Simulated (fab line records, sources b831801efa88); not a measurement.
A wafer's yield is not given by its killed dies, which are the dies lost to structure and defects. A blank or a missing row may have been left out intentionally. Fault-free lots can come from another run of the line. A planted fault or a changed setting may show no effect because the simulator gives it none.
fab line records / flow gf180mcu
[record] lots = 13 wafers = 39 last_day = 34
route steps=602 shown M3@410
lots with no fault: from the same line, run without faults
start_h: hours from the record's opening day to when the first of the lot's shown wafers began / wait_h: hours from the lot's prior step to this one / " the same as in the row above / L1.1+2: several wafers, shown together as one row / - no value present, or no start provided / * or withheld: withheld / < > ~ a bound
route shown NAME@n: a module of which the file shows steps, and the number in the route of the first / usual: the fault-free wafers' mean and standard deviation / same: alike in all rows / chamber/n: place in a boat / sites: per-site readings / _std_site: the standard deviation of these / _edge_site: outer sites' mean less inner sites' / radius_mm: how far each site lies from the wafer's centre / mask NAME#n: copy n / behind: the most recent tool/chamber to have shaped the wafer / hold: reason for holding the lot/hours on hold/outcome of the hold / device: names the non-switching transistor (n, p or np) / end of line: tests of these same wafers at the route's end / a step given without rows: its recipe and nothing more / killed: dies lost to structure and defects at the first sort, not the wafer's yield / map: dies across one wafer; x = killed, . = not, _ = none there
set.NAME: setting as actually run; set.NAME@STEP: the setting as run at that earlier step / model.NAME: the simulator's own value behind a step, which no gauge read
the route's steps for a sample of lots (tables are steps, rows are wafers)
services: from which hour (start_h, from the record's first day; less than 0 if before it) a tool's chamber was out of use, for how many hours, and why
[[steps]]
[step GF_M3_SPUTTER_01]
[recipe] material = TiN target_thk_nm = 30 power_w = 6500 time_s = 25 chamber_pressure_pa = 0.4
[usual] throttle_valve_pct = 29.6/0.95
lot.wafer=L443.2 tool=pvd_sputter-03 chamber=- start_h=460.84 wait_h=0.1 throttle_valve_pct=29.6
lot.wafer=L443.4 tool=pvd_sputter-03 chamber=- start_h=460.84 wait_h=0.1 throttle_valve_pct=30.4
lot.wafer=L443.5 tool=pvd_sputter-03 chamber=- start_h=460.84 wait_h=0.1 throttle_valve_pct=29.9
lot.wafer=L445.3 tool=pvd_sputter-03 chamber=- start_h=481.54 wait_h=0.1 throttle_valve_pct=28.8
lot.wafer=L445.4 tool=pvd_sputter-03 chamber=- start_h=481.54 wait_h=0.1 throttle_valve_pct=30.3
lot.wafer=L445.5 tool=pvd_sputter-03 chamber=- start_h=481.54 wait_h=0.1 throttle_valve_pct=29.7
lot.wafer=L447.2 tool=pvd_sputter-03 chamber=- start_h=495.37 wait_h=0.1 throttle_valve_pct=30.9
lot.wafer=L447.3 tool=pvd_sputter-03 chamber=- start_h=495.37 wait_h=0.1 throttle_valve_pct=29.9
lot.wafer=L447.6 tool=pvd_sputter-03 chamber=- start_h=495.37 wait_h=0.1 throttle_valve_pct=29.7
lot.wafer=L448.3 tool=pvd_sputter-01 chamber=- start_h=509.39 wait_h=0.1 throttle_valve_pct=28.4
lot.wafer=L448.5 tool=pvd_sputter-01 chamber=- start_h=509.39 wait_h=0.1 throttle_valve_pct=28.2
lot.wafer=L448.6 tool=pvd_sputter-01 chamber=- start_h=509.39 wait_h=0.1 throttle_valve_pct=28.2
lot.wafer=L450.1 tool=pvd_sputter-04 chamber=- start_h=529.32 wait_h=0.1 throttle_valve_pct=31.4
lot.wafer=L450.3 tool=pvd_sputter-04 chamber=- start_h=529.32 wait_h=0.1 throttle_valve_pct=29.0
lot.wafer=L450.6 tool=pvd_sputter-04 chamber=- start_h=529.32 wait_h=0.1 throttle_valve_pct=31.0
lot.wafer=L453.1 tool=pvd_sputter-03 chamber=- start_h=558.70 wait_h=0.1 throttle_valve_pct=30.8
lot.wafer=L453.5 tool=pvd_sputter-03 chamber=- start_h=558.70 wait_h=0.1 throttle_valve_pct=30.3
lot.wafer=L453.6 tool=pvd_sputter-03 chamber=- start_h=558.70 wait_h=0.1 throttle_valve_pct=29.2
lot.wafer=L454.1 tool=pvd_sputter-04 chamber=- start_h=562.44 wait_h=0.1 throttle_valve_pct=28.8
lot.wafer=L454.5 tool=pvd_sputter-04 chamber=- start_h=562.44 wait_h=0.1 throttle_valve_pct=29.2
lot.wafer=L454.6 tool=pvd_sputter-04 chamber=- start_h=562.44 wait_h=0.1 throttle_valve_pct=29.6
lot.wafer=L458.4 tool=pvd_sputter-04 chamber=- start_h=597.69 wait_h=0.1 throttle_valve_pct=28.9
lot.wafer=L458.5 tool=pvd_sputter-04 chamber=- start_h=597.69 wait_h=0.1 throttle_valve_pct=28.8
lot.wafer=L458.6 tool=pvd_sputter-04 chamber=- start_h=597.69 wait_h=0.1 throttle_valve_pct=29.9
lot.wafer=L459.1 tool=pvd_sputter-01 chamber=- start_h=607.69 wait_h=0.1 throttle_valve_pct=28.3
lot.wafer=L459.3 tool=pvd_sputter-01 chamber=- start_h=607.69 wait_h=0.1 throttle_valve_pct=29.3
lot.wafer=L459.6 tool=pvd_sputter-01 chamber=- start_h=607.69 wait_h=0.1 throttle_valve_pct=29.3
lot.wafer=L461.1 tool=pvd_sputter-04 chamber=- start_h=617.57 wait_h=0.1 throttle_valve_pct=29.8
lot.wafer=L461.4 tool=pvd_sputter-04 chamber=- start_h=617.57 wait_h=0.1 throttle_valve_pct=28.9
lot.wafer=L461.5 tool=pvd_sputter-04 chamber=- start_h=617.57 wait_h=0.1 throttle_valve_pct=29.9
lot.wafer=L463.1 tool=pvd_sputter-04 chamber=- start_h=630.97 wait_h=0.1 throttle_valve_pct=29.2
lot.wafer=L463.2 tool=pvd_sputter-04 chamber=- start_h=630.97 wait_h=0.1 throttle_valve_pct=31.1
lot.wafer=L463.4 tool=pvd_sputter-04 chamber=- start_h=630.97 wait_h=0.1 throttle_valve_pct=29.9
lot.wafer=L464.1 tool=pvd_sputter-04 chamber=- start_h=639.39 wait_h=0.1 throttle_valve_pct=29.1
lot.wafer=L464.2 tool=pvd_sputter-04 chamber=- start_h=639.39 wait_h=0.1 throttle_valve_pct=28.9
lot.wafer=L464.5 tool=pvd_sputter-04 chamber=- start_h=639.39 wait_h=0.1 throttle_valve_pct=30.0
lot.wafer=L466.4 tool=pvd_sputter-01 chamber=- start_h=645.58 wait_h=0.1 throttle_valve_pct=28.3
lot.wafer=L466.5 tool=pvd_sputter-01 chamber=- start_h=645.58 wait_h=0.1 throttle_valve_pct=28.4
lot.wafer=L466.6 tool=pvd_sputter-01 chamber=- start_h=645.58 wait_h=0.1 throttle_valve_pct=28.0
[step GF_M3_EXPOSE_11]
[recipe] mask_id = Metal3 target_cd_nm = 280 na = 0.68 source_shape = conventional sigma_outer = 0.6 dose_mj = 28
lot.wafer=L443.2+4+5 tool=krf_scanner-02 chamber=0 start_h=472.47 wait_h=- mask=Metal3#0
lot.wafer=L445.3+4+5 tool=krf_scanner-01 chamber=0 start_h=493.74 wait_h=- mask=Metal3#0
lot.wafer=L447.2+3+6 tool=krf_scanner-02 chamber=0 start_h=506.96 wait_h=- mask=Metal3#0
lot.wafer=L448.3+5+6 tool=krf_scanner-01 chamber=0 start_h=521.26 wait_h=- mask=Metal3#0
lot.wafer=L450.1+3+6 tool=krf_scanner-01 chamber=0 start_h=540.97 wait_h=- mask=Metal3#0
lot.wafer=L453.1+5+6 tool=krf_scanner-02 chamber=0 start_h=570.04 wait_h=- mask=Metal3#0
lot.wafer=L454.1+5+6 tool=krf_scanner-01 chamber=0 start_h=573.97 wait_h=- mask=Metal3#0
lot.wafer=L458.4+5+6 tool=krf_scanner-02 chamber=0 start_h=607.98 wait_h=- mask=Metal3#0
lot.wafer=L459.1+3+6 tool=krf_scanner-01 chamber=0 start_h=618.12 wait_h=- mask=Metal3#0
lot.wafer=L461.1+4+5 tool=krf_scanner-01 chamber=0 start_h=628.08 wait_h=- mask=Metal3#0
lot.wafer=L463.1+2+4 tool=krf_scanner-01 chamber=0 start_h=641.73 wait_h=- mask=Metal3#0
lot.wafer=L464.1+2+5 tool=krf_scanner-02 chamber=0 start_h=649.47 wait_h=- mask=Metal3#0
lot.wafer=L466.4+5+6 tool=krf_scanner-01 chamber=0 start_h=655.80 wait_h=- mask=Metal3#0
[step GF_M3_CD_MEAS_14]
[recipe] target_cd_nm = 280
[usual] cd_nm = 279.7/1.1
lot.wafer=L443.2 tool=cd_sem-01 chamber=- start_h=484.42 wait_h=0.1 cd_nm=282.2
lot.wafer=L443.4 tool=cd_sem-01 chamber=- start_h=484.42 wait_h=0.1 cd_nm=281.5
lot.wafer=L443.5 tool=cd_sem-01 chamber=- start_h=484.42 wait_h=0.1 cd_nm=280.8
lot.wafer=L445.3 tool=cd_sem-02 chamber=- start_h=504.75 wait_h=0.1 cd_nm=282.1
lot.wafer=L445.4 tool=cd_sem-02 chamber=- start_h=504.75 wait_h=0.1 cd_nm=281.1
lot.wafer=L445.5 tool=cd_sem-02 chamber=- start_h=504.75 wait_h=0.1 cd_nm=280.8
lot.wafer=L447.2 tool=cd_sem-02 chamber=- start_h=518.72 wait_h=0.1 cd_nm=278.5
lot.wafer=L447.3 tool=cd_sem-02 chamber=- start_h=518.72 wait_h=0.1 cd_nm=278.5
lot.wafer=L447.6 tool=cd_sem-02 chamber=- start_h=518.72 wait_h=0.1 cd_nm=277.4
lot.wafer=L448.3 tool=cd_sem-02 chamber=- start_h=532.66 wait_h=0.1 cd_nm=279.1
lot.wafer=L448.5 tool=cd_sem-02 chamber=- start_h=532.66 wait_h=0.1 cd_nm=280.6
lot.wafer=L448.6 tool=cd_sem-02 chamber=- start_h=532.66 wait_h=0.1 cd_nm=280.2
lot.wafer=L450.1 tool=cd_sem-01 chamber=- start_h=552.12 wait_h=0.1 cd_nm=280.0
lot.wafer=L450.3 tool=cd_sem-01 chamber=- start_h=552.12 wait_h=0.1 cd_nm=279.5
lot.wafer=L450.6 tool=cd_sem-01 chamber=- start_h=552.12 wait_h=0.1 cd_nm=281.1
lot.wafer=L453.1 tool=cd_sem-01 chamber=- start_h=580.25 wait_h=0.1 cd_nm=279.3
lot.wafer=L453.5 tool=cd_sem-01 chamber=- start_h=580.25 wait_h=0.1 cd_nm=280.8
lot.wafer=L453.6 tool=cd_sem-01 chamber=- start_h=580.25 wait_h=0.1 cd_nm=281.2
lot.wafer=L454.1 tool=cd_sem-01 chamber=- start_h=584.16 wait_h=0.1 cd_nm=278.8
lot.wafer=L454.5 tool=cd_sem-01 chamber=- start_h=584.16 wait_h=0.1 cd_nm=278.8
lot.wafer=L454.6 tool=cd_sem-01 chamber=- start_h=584.16 wait_h=0.1 cd_nm=278.1
lot.wafer=L458.4 tool=cd_sem-01 chamber=- start_h=617.83 wait_h=0.1 cd_nm=279.9
lot.wafer=L458.5 tool=cd_sem-01 chamber=- start_h=617.83 wait_h=0.1 cd_nm=278.7
lot.wafer=L458.6 tool=cd_sem-01 chamber=- start_h=617.83 wait_h=0.1 cd_nm=279.2
lot.wafer=L459.1 tool=cd_sem-01 chamber=- start_h=627.92 wait_h=0.1 cd_nm=281.0
lot.wafer=L459.3 tool=cd_sem-01 chamber=- start_h=627.92 wait_h=0.1 cd_nm=281.4
lot.wafer=L459.6 tool=cd_sem-01 chamber=- start_h=627.92 wait_h=0.1 cd_nm=281.8
lot.wafer=L461.1 tool=cd_sem-02 chamber=- start_h=637.96 wait_h=0.1 cd_nm=280.2
lot.wafer=L461.4 tool=cd_sem-02 chamber=- start_h=637.96 wait_h=0.1 cd_nm=279.2
lot.wafer=L461.5 tool=cd_sem-02 chamber=- start_h=637.96 wait_h=0.1 cd_nm=279.2
lot.wafer=L463.1 tool=cd_sem-02 chamber=- start_h=651.36 wait_h=0.1 cd_nm=279.5
lot.wafer=L463.2 tool=cd_sem-02 chamber=- start_h=651.36 wait_h=0.1 cd_nm=280.4
lot.wafer=L463.4 tool=cd_sem-02 chamber=- start_h=651.36 wait_h=0.1 cd_nm=280.2
lot.wafer=L464.1 tool=cd_sem-01 chamber=- start_h=659.17 wait_h=0.1 cd_nm=279.2
lot.wafer=L464.2 tool=cd_sem-01 chamber=- start_h=659.17 wait_h=0.1 cd_nm=279.0
lot.wafer=L464.5 tool=cd_sem-01 chamber=- start_h=659.17 wait_h=0.1 cd_nm=280.7
lot.wafer=L466.4 tool=cd_sem-02 chamber=- start_h=665.28 wait_h=0.1 cd_nm=279.8
lot.wafer=L466.5 tool=cd_sem-02 chamber=- start_h=665.28 wait_h=0.1 cd_nm=279.4
lot.wafer=L466.6 tool=cd_sem-02 chamber=- start_h=665.28 wait_h=0.1 cd_nm=279.6
[step GF_M3_OVL_MEAS_15]
[usual] M3_OVL = -2/6.1
lot.wafer=L443.2 tool=overlay-02 chamber=- start_h=484.53 wait_h=0.1 M3_OVL[nm]=4
lot.wafer=L443.4 tool=overlay-02 chamber=- start_h=484.53 wait_h=0.1 M3_OVL[nm]=1
lot.wafer=L443.5 tool=overlay-02 chamber=- start_h=484.53 wait_h=0.1 M3_OVL[nm]=-3
lot.wafer=L445.3 tool=overlay-01 chamber=- start_h=504.84 wait_h=0.1 M3_OVL[nm]=-4
lot.wafer=L445.4 tool=overlay-01 chamber=- start_h=504.84 wait_h=0.1 M3_OVL[nm]=-1
lot.wafer=L445.5 tool=overlay-01 chamber=- start_h=504.84 wait_h=0.1 M3_OVL[nm]=1
lot.wafer=L447.2 tool=overlay-01 chamber=- start_h=518.82 wait_h=0.1 M3_OVL[nm]=-5
lot.wafer=L447.3 tool=overlay-01 chamber=- start_h=518.82 wait_h=0.1 M3_OVL[nm]=-7
lot.wafer=L447.6 tool=overlay-01 chamber=- start_h=518.82 wait_h=0.1 M3_OVL[nm]=-11
lot.wafer=L448.3 tool=overlay-02 chamber=- start_h=532.75 wait_h=0.1 M3_OVL[nm]=-1
lot.wafer=L448.5 tool=overlay-02 chamber=- start_h=532.75 wait_h=0.1 M3_OVL[nm]=0
lot.wafer=L448.6 tool=overlay-02 chamber=- start_h=532.75 wait_h=0.1 M3_OVL[nm]=1
lot.wafer=L450.1 tool=overlay-01 chamber=- start_h=552.24 wait_h=0.1 M3_OVL[nm]=2
lot.wafer=L450.3 tool=overlay-01 chamber=- start_h=552.24 wait_h=0.1 M3_OVL[nm]=9
lot.wafer=L450.6 tool=overlay-01 chamber=- start_h=552.24 wait_h=0.1 M3_OVL[nm]=3
lot.wafer=L453.1 tool=overlay-02 chamber=- start_h=580.37 wait_h=0.1 M3_OVL[nm]=-16
lot.wafer=L453.5 tool=overlay-02 chamber=- start_h=580.37 wait_h=0.1 M3_OVL[nm]=-10
lot.wafer=L453.6 tool=overlay-02 chamber=- start_h=580.37 wait_h=0.1 M3_OVL[nm]=2
lot.wafer=L454.1 tool=overlay-02 chamber=- start_h=584.28 wait_h=0.1 M3_OVL[nm]=-2
lot.wafer=L454.5 tool=overlay-02 chamber=- start_h=584.28 wait_h=0.1 M3_OVL[nm]=-2
lot.wafer=L454.6 tool=overlay-02 chamber=- start_h=584.28 wait_h=0.1 M3_OVL[nm]=-2
lot.wafer=L458.4 tool=overlay-01 chamber=- start_h=617.91 wait_h=0.1 M3_OVL[nm]=-8
lot.wafer=L458.5 tool=overlay-01 chamber=- start_h=617.91 wait_h=0.1 M3_OVL[nm]=-2
lot.wafer=L458.6 tool=overlay-01 chamber=- start_h=617.91 wait_h=0.1 M3_OVL[nm]=-12
lot.wafer=L459.1 tool=overlay-02 chamber=- start_h=628.04 wait_h=0.1 M3_OVL[nm]=-1
lot.wafer=L459.3 tool=overlay-02 chamber=- start_h=628.04 wait_h=0.1 M3_OVL[nm]=-5
lot.wafer=L459.6 tool=overlay-02 chamber=- start_h=628.04 wait_h=0.1 M3_OVL[nm]=4
lot.wafer=L461.1 tool=overlay-01 chamber=- start_h=638.08 wait_h=0.1 M3_OVL[nm]=-6
lot.wafer=L461.4 tool=overlay-01 chamber=- start_h=638.08 wait_h=0.1 M3_OVL[nm]=1
lot.wafer=L461.5 tool=overlay-01 chamber=- start_h=638.08 wait_h=0.1 M3_OVL[nm]=-2
lot.wafer=L463.1 tool=overlay-01 chamber=- start_h=651.48 wait_h=0.1 M3_OVL[nm]=40
lot.wafer=L463.2 tool=overlay-01 chamber=- start_h=651.48 wait_h=0.1 M3_OVL[nm]=44
lot.wafer=L463.4 tool=overlay-01 chamber=- start_h=651.48 wait_h=0.1 M3_OVL[nm]=42
lot.wafer=L464.1 tool=overlay-01 chamber=- start_h=659.29 wait_h=0.1 M3_OVL[nm]=-11
lot.wafer=L464.2 tool=overlay-01 chamber=- start_h=659.29 wait_h=0.1 M3_OVL[nm]=0
lot.wafer=L464.5 tool=overlay-01 chamber=- start_h=659.29 wait_h=0.1 M3_OVL[nm]=-17
lot.wafer=L466.4 tool=overlay-01 chamber=- start_h=665.36 wait_h=0.1 M3_OVL[nm]=40
lot.wafer=L466.5 tool=overlay-01 chamber=- start_h=665.36 wait_h=0.1 M3_OVL[nm]=45
lot.wafer=L466.6 tool=overlay-01 chamber=- start_h=665.36 wait_h=0.1 M3_OVL[nm]=44
[step GF_M3_METAL_ETCH_16]
[recipe] chemistry = Cl2/BCl3 mask_material = KrF target_depth_nm = 750.8 stop_on = SiO2 pressure_mtorr = 8 icp_w = 800 bias_w = 140 Cl2_flow_sccm = 80 bcl3_flow_sccm = 40 time_s = 125.1
[usual] drypump_motor_current_A = 5.8/0.68 oes_product_au = 0.993/0.0053 throttle_valve_pct = 28.228/0.0089
lot.wafer=L443.2 tool=rie_metal-04 chamber=0 start_h=484.60 wait_h=0.1 drypump_motor_current_A=5.4 oes_product_au=0.997 rf_hours_counter_h=- throttle_valve_pct=28.226
lot.wafer=L443.4 tool=rie_metal-04 chamber=0 start_h=484.60 wait_h=0.1 drypump_motor_current_A=5.4 oes_product_au=0.991 rf_hours_counter_h=- throttle_valve_pct=28.240
lot.wafer=L443.5 tool=rie_metal-04 chamber=0 start_h=484.60 wait_h=0.1 drypump_motor_current_A=5.4 oes_product_au=0.994 rf_hours_counter_h=- throttle_valve_pct=28.220
lot.wafer=L445.3 tool=rie_metal-02 chamber=0 start_h=504.91 wait_h=0.1 drypump_motor_current_A=4.9 oes_product_au=0.992 rf_hours_counter_h=- throttle_valve_pct=28.220
lot.wafer=L445.4 tool=rie_metal-02 chamber=1 start_h=504.91 wait_h=0.1 drypump_motor_current_A=4.9 oes_product_au=0.994 rf_hours_counter_h=- throttle_valve_pct=28.219
lot.wafer=L445.5 tool=rie_metal-02 chamber=0 start_h=504.91 wait_h=0.1 drypump_motor_current_A=5.0 oes_product_au=0.999 rf_hours_counter_h=- throttle_valve_pct=28.231
lot.wafer=L447.2 tool=rie_metal-04 chamber=0 start_h=518.85 wait_h=0.0 drypump_motor_current_A=5.4 oes_product_au=0.993 rf_hours_counter_h=5 throttle_valve_pct=28.219
lot.wafer=L447.3 tool=rie_metal-04 chamber=0 start_h=518.85 wait_h=0.0 drypump_motor_current_A=5.4 oes_product_au=0.996 rf_hours_counter_h=- throttle_valve_pct=28.221
lot.wafer=L447.6 tool=rie_metal-04 chamber=0 start_h=518.85 wait_h=0.0 drypump_motor_current_A=5.4 oes_product_au=0.996 rf_hours_counter_h=- throttle_valve_pct=28.228
lot.wafer=L448.3 tool=rie_metal-04 chamber=0 start_h=532.82 wait_h=0.1 drypump_motor_current_A=5.4 oes_product_au=1.003 rf_hours_counter_h=- throttle_valve_pct=28.220
lot.wafer=L448.5 tool=rie_metal-04 chamber=1 start_h=532.82 wait_h=0.1 drypump_motor_current_A=6.6 oes_product_au=0.989 rf_hours_counter_h=- throttle_valve_pct=28.224
lot.wafer=L448.6 tool=rie_metal-04 chamber=0 start_h=532.82 wait_h=0.1 drypump_motor_current_A=5.5 oes_product_au=0.999 rf_hours_counter_h=- throttle_valve_pct=28.218
lot.wafer=L450.1 tool=rie_metal-04 chamber=0 start_h=552.28 wait_h=0.0 drypump_motor_current_A=5.4 oes_product_au=0.994 rf_hours_counter_h=6 throttle_valve_pct=28.238
lot.wafer=L450.3 tool=rie_metal-04 chamber=0 start_h=552.28 wait_h=0.0 drypump_motor_current_A=5.4 oes_product_au=0.998 rf_hours_counter_h=- throttle_valve_pct=28.233
lot.wafer=L450.6 tool=rie_metal-04 chamber=0 start_h=552.28 wait_h=0.0 drypump_motor_current_A=5.4 oes_product_au=0.996 rf_hours_counter_h=- throttle_valve_pct=28.224
lot.wafer=L453.1 tool=rie_metal-04 chamber=1 start_h=580.40 wait_h=0.0 drypump_motor_current_A=6.6 oes_product_au=0.995 rf_hours_counter_h=2 throttle_valve_pct=28.213
lot.wafer=L453.5 tool=rie_metal-04 chamber=1 start_h=580.40 wait_h=0.0 drypump_motor_current_A=6.6 oes_product_au=0.995 rf_hours_counter_h=- throttle_valve_pct=28.246
lot.wafer=L453.6 tool=rie_metal-04 chamber=0 start_h=580.40 wait_h=0.0 drypump_motor_current_A=5.4 oes_product_au=0.992 rf_hours_counter_h=- throttle_valve_pct=28.223
lot.wafer=L454.1 tool=rie_metal-02 chamber=0 start_h=584.32 wait_h=0.0 drypump_motor_current_A=4.9 oes_product_au=0.993 rf_hours_counter_h=13 throttle_valve_pct=28.241
lot.wafer=L454.5 tool=rie_metal-02 chamber=1 start_h=584.32 wait_h=0.0 drypump_motor_current_A=5.0 oes_product_au=0.996 rf_hours_counter_h=- throttle_valve_pct=28.231
lot.wafer=L454.6 tool=rie_metal-02 chamber=0 start_h=584.32 wait_h=0.0 drypump_motor_current_A=5.0 oes_product_au=0.989 rf_hours_counter_h=- throttle_valve_pct=28.226
lot.wafer=L458.4 tool=rie_metal-01 chamber=1 start_h=617.97 wait_h=0.1 drypump_motor_current_A=6.7 oes_product_au=0.986 rf_hours_counter_h=- throttle_valve_pct=28.232
lot.wafer=L458.5 tool=rie_metal-01 chamber=0 start_h=617.97 wait_h=0.1 drypump_motor_current_A=5.7 oes_product_au=0.994 rf_hours_counter_h=- throttle_valve_pct=28.225
lot.wafer=L458.6 tool=rie_metal-01 chamber=1 start_h=617.97 wait_h=0.1 drypump_motor_current_A=6.7 oes_product_au=0.987 rf_hours_counter_h=- throttle_valve_pct=28.218
lot.wafer=L459.1 tool=rie_metal-04 chamber=1 start_h=628.08 wait_h=0.0 drypump_motor_current_A=6.6 oes_product_au=0.989 rf_hours_counter_h=4 throttle_valve_pct=28.221
lot.wafer=L459.3 tool=rie_metal-04 chamber=0 start_h=628.08 wait_h=0.0 drypump_motor_current_A=5.4 oes_product_au=0.990 rf_hours_counter_h=- throttle_valve_pct=28.229
lot.wafer=L459.6 tool=rie_metal-04 chamber=0 start_h=628.08 wait_h=0.0 drypump_motor_current_A=5.4 oes_product_au=0.999 rf_hours_counter_h=- throttle_valve_pct=28.229
lot.wafer=L461.1 tool=rie_metal-01 chamber=0 start_h=638.12 wait_h=0.0 drypump_motor_current_A=5.7 oes_product_au=0.994 rf_hours_counter_h=2 throttle_valve_pct=28.227
lot.wafer=L461.4 tool=rie_metal-01 chamber=0 start_h=638.12 wait_h=0.0 drypump_motor_current_A=5.7 oes_product_au=1.003 rf_hours_counter_h=- throttle_valve_pct=28.239
lot.wafer=L461.5 tool=rie_metal-01 chamber=0 start_h=638.12 wait_h=0.0 drypump_motor_current_A=5.7 oes_product_au=0.993 rf_hours_counter_h=- throttle_valve_pct=28.227
lot.wafer=L463.1 tool=rie_metal-01 chamber=1 start_h=651.51 wait_h=0.0 drypump_motor_current_A=6.7 oes_product_au=1.002 rf_hours_counter_h=16 throttle_valve_pct=28.219
lot.wafer=L463.2 tool=rie_metal-01 chamber=0 start_h=651.51 wait_h=0.0 drypump_motor_current_A=5.7 oes_product_au=0.995 rf_hours_counter_h=3 throttle_valve_pct=28.222
lot.wafer=L463.4 tool=rie_metal-01 chamber=0 start_h=651.51 wait_h=0.0 drypump_motor_current_A=5.7 oes_product_au=0.996 rf_hours_counter_h=- throttle_valve_pct=28.221
lot.wafer=L464.1 tool=rie_metal-01 chamber=0 start_h=659.32 wait_h=0.0 drypump_motor_current_A=5.7 oes_product_au=0.993 rf_hours_counter_h=3 throttle_valve_pct=28.219
lot.wafer=L464.2 tool=rie_metal-01 chamber=0 start_h=659.32 wait_h=0.0 drypump_motor_current_A=5.7 oes_product_au=0.992 rf_hours_counter_h=- throttle_valve_pct=28.217
lot.wafer=L464.5 tool=rie_metal-01 chamber=0 start_h=659.32 wait_h=0.0 drypump_motor_current_A=5.7 oes_product_au=0.991 rf_hours_counter_h=- throttle_valve_pct=28.227
lot.wafer=L466.4 tool=rie_metal-02 chamber=1 start_h=665.50 wait_h=0.1 drypump_motor_current_A=4.9 oes_product_au=0.986 rf_hours_counter_h=- throttle_valve_pct=28.246
lot.wafer=L466.5 tool=rie_metal-02 chamber=1 start_h=665.50 wait_h=0.1 drypump_motor_current_A=4.9 oes_product_au=0.980 rf_hours_counter_h=- throttle_valve_pct=28.220
lot.wafer=L466.6 tool=rie_metal-02 chamber=1 start_h=665.50 wait_h=0.1 drypump_motor_current_A=4.9 oes_product_au=0.985 rf_hours_counter_h=- throttle_valve_pct=28.243
[[services]]
tool=krf_scanner-02 chamber=- start_h=441.08 hours=0.8 kind=pm
tool=krf_scanner-01 chamber=- start_h=446.56 hours=3.6 kind=pm
tool=krf_scanner-01 chamber=- start_h=452.48 hours=4.4 kind=pm
tool=krf_scanner-01 chamber=- start_h=457.51 hours=1.4 kind=repair
tool=krf_scanner-01 chamber=- start_h=473.49 hours=1.0 kind=pm
tool=rie_metal-04 chamber=1 start_h=475.74 hours=1.5 kind=repair
tool=krf_scanner-02 chamber=- start_h=481.46 hours=1.3 kind=pm
tool=krf_scanner-01 chamber=- start_h=483.79 hours=0.8 kind=pm
tool=krf_scanner-02 chamber=- start_h=490.76 hours=14.4 kind=repair
tool=rie_metal-04 chamber=0 start_h=497.41 hours=3.6 kind=repair
tool=krf_scanner-02 chamber=- start_h=508.24 hours=3.6 kind=pm
tool=pvd_sputter-04 chamber=- start_h=518.18 hours=3.9 kind=repair
tool=krf_scanner-01 chamber=- start_h=526.51 hours=0.7 kind=repair
tool=pvd_sputter-04 chamber=- start_h=527.09 hours=1.4 kind=repair
tool=krf_scanner-01 chamber=- start_h=533.30 hours=1.3 kind=pm
tool=krf_scanner-01 chamber=- start_h=548.79 hours=3.9 kind=repair
tool=krf_scanner-02 chamber=- start_h=576.27 hours=4.4 kind=pm
tool=rie_metal-04 chamber=- start_h=582.02 hours=2.8 kind=pm
tool=krf_scanner-01 chamber=- start_h=582.18 hours=4.0 kind=pm
tool=rie_metal-04 chamber=- start_h=620.63 hours=0.7 kind=repair
tool=krf_scanner-01 chamber=- start_h=642.49 hours=1.0 kind=pm
tool=krf_scanner-01 chamber=- start_h=652.59 hours=0.8 kind=pm
tool=pvd_sputter-04 chamber=- start_h=657.40 hours=3.5 kind=repair
tool=krf_scanner-01 chamber=- start_h=662.67 hours=0.8 kind=repair
[[key]]
[first_sign] step = GF_M3_OVL_MEAS_15 reading = M3_OVL direction = up sigmas = 7.4 usual = -2 struck = 42
effect none on later readings
met_at GF_M3_EXPOSE_11
struck_lots L463,L466
not_acting_at GF_M3_SPUTTER_01,GF_M3_CD_MEAS_14,GF_M3_METAL_ETCH_16
onset_between 628.08 641.73
[fault] kind = scanner_matching_overlay tool = krf_scanner-01 chamber = - onset_h = 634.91 steps = GF_M3_EXPOSE_11 offset = 42.639
